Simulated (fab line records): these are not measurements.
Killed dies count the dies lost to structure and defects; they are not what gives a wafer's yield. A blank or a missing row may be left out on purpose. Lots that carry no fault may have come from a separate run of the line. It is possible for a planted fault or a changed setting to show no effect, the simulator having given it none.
Struck lot and sound lot, side by side -- flow sky130 -- 17 steps out of a route of 708
Sound: the wafers L991.2, L991.3, L991.5. Struck: wafers L999.1, L999.4, L999.5. The cause comes at the end.
For every step that has rows: the tool of each side, followed by ch and its chambers, followed by its first start. Under that, the readings that differ: sound wafers -- struck wafers -- difference of the means -- sigmas: that difference in standard deviations of wafers without a fault.
alike: readings whose means differ by less than 2 such deviations, and words and numbers that are the same on both sides. not compared: withheld readings, readings that some wafer has no value for, bounds like >300 that may hide the same value, and numbers for which the record gives no deviation and whose values overlap.
The two part at a step that has a row with sigmas, a row that says differs or no value, or rows on one side only. Non-overlapping numbers with no deviation appear without sigmas and do not part them. A reading that every wafer of one side lacks parts them only if that side has two wafers or more.

first, 4 steps without rows for these wafers: SKY_VT_ADJUST_PCH_SOFTBAKE_03; SKY_VT_ADJUST_PCH_EXPOSE_04 (exposes mask NWM, target cd 840 nm); SKY_VT_ADJUST_PCH_PEB_05; SKY_VT_ADJUST_PCH_DEVELOP_06 (develop time 60 s).
SKY_VT_ADJUST_PCH_OVL_MEAS_07:
  sound on overlay-01, day 11 05:22; struck on overlay-01, day 13 16:02
  alike: VT_ADJUST_PCH_OVL
then, 1 step without rows for these wafers: SKY_VT_ADJUST_PCH_IMPLANT_08.
SKY_VT_ADJUST_PCH_STRIP_09: strips in O2/N2.
  sound on plasma_asher-04 ch 0,1, day 11 05:33; struck on plasma_asher-03 ch 0,1, day 13 16:14
  alike: drypump_motor_current_A, oes_product_au, strip_time_to_endpoint_s
  not compared: rf_hours_counter_h
SKY_VT_ADJUST_PCH_TW_MEAS_10:
  sound on film_metro-04, day 11 05:40; struck on film_metro-01, day 13 16:20
reading,sound,struck,difference,sigmas
VT_ADJUST_PCH_TW,139.4 139.6 141.0,142.3 142.9 142.5,+2.6,+2
then, 4 steps without rows for these wafers: SKY_SONOS_TUNNEL_DEHYDRATE_00 (time 60 s); SKY_SONOS_TUNNEL_HMDS_01 (prime time 60 s); SKY_SONOS_TUNNEL_COAT_02 (resist thk 1140 nm); SKY_SONOS_TUNNEL_SOFTBAKE_03 (time 60 s).
SKY_SONOS_TUNNEL_EXPOSE_04: exposes mask TUNM, target cd 410 nm.
  sound on iline_stepper-01 ch 0, day 11 17:59; struck on iline_stepper-02 ch 0, day 14 05:46
reading,sound,struck,difference,sigmas
exposure_dose_mJ_cm2,136.18 135.99 136.09,126.88 126.87 126.65,-9.29,-66
  alike: mask
then, 2 steps without rows for these wafers: SKY_SONOS_TUNNEL_PEB_05; SKY_SONOS_TUNNEL_DEVELOP_06 (develop time 60 s).
SKY_SONOS_TUNNEL_CD_MEAS_07: the cd target is 410 nm.
  sound on cd_sem-02, day 12 05:43; struck on cd_sem-01, day 14 18:47
reading,sound,struck,difference,sigmas
cd_nm (nm),403.9 405.7 405.9,390.1 387.1 390.3,-16.0,-7
SKY_SONOS_TUNNEL_OVL_MEAS_08:
  sound on overlay-01, day 12 05:49; struck on overlay-01, day 14 18:55
  alike: SONOS_TUNNEL_OVL

## WHERE THEY PART
At SKY_VT_ADJUST_PCH_TW_MEAS_10 first; at SKY_SONOS_TUNNEL_CD_MEAS_07 last (within this record only). Later steps at which nothing parts them and some readings are alike: SKY_SONOS_TUNNEL_OVL_MEAS_08.

WHY: whatever the simulator had introduced
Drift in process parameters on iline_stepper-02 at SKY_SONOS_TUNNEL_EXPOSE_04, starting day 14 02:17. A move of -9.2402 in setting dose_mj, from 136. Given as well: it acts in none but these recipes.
